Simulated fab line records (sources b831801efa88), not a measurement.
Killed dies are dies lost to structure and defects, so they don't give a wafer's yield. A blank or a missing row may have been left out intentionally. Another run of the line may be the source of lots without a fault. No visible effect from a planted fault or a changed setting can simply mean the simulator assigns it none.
The tool behind it: which one?	flow gf180mcu	12 lots (36 wafers sampled), 1 step of a 602-step route

WHAT THE GAUGES SHOWED, per wafer
GF_V1_THK_MEAS_03.
lot	measured	on	V1_CVD_02_THK (nm)
L075	day 17 06:18	film-metro-02	865 869 867
L077	day 18 03:29	film-metro-04	842 851 868
L079	day 19 01:56	film-metro-04	832 852 851
L081	day 19 18:47	film-metro-02	844 851 855
L083	day 20 13:43	film-metro-01	840 840 859
L085	day 21 08:23	film-metro-04	851 854 860
L087	day 22 01:37	film-metro-01	845 860 865
L089	day 22 11:37	film-metro-02	844 851 854
L091	day 23 14:25	film-metro-04	857 856 862
L092	day 24 04:56	film-metro-04	849 861 854
L095	day 24 18:42	film-metro-01	841 837 851
L097	day 25 08:26	film-metro-04	832 857 848

WHICH TOOL RAN EACH LOT (tool, then ch and the chambers of the sampled wafers, then the start)
Before these readings, the record contains no process step.

THE ANSWER, worked out from the rows above alone
Rule: what is usual is taken from the lots themselves. The widest of any qualifying gaps counts: lots, ordered by their means at a reading, are off when they make up no more than a third of the lots, leave a main group of 4 or more, and stand apart from it by 3 or more times the standard deviation of that group's means. Not used: any main group whose means are identical at the precision the tables above print for the reading. A lot without any number at a reading at which 4 lots or more have one is off too. Where the step has rows for the other lots, those lots are counted as sound.
None of the lots is off at any reading shown; this tells nothing.

WHAT THE SIMULATOR HAD PUT IN
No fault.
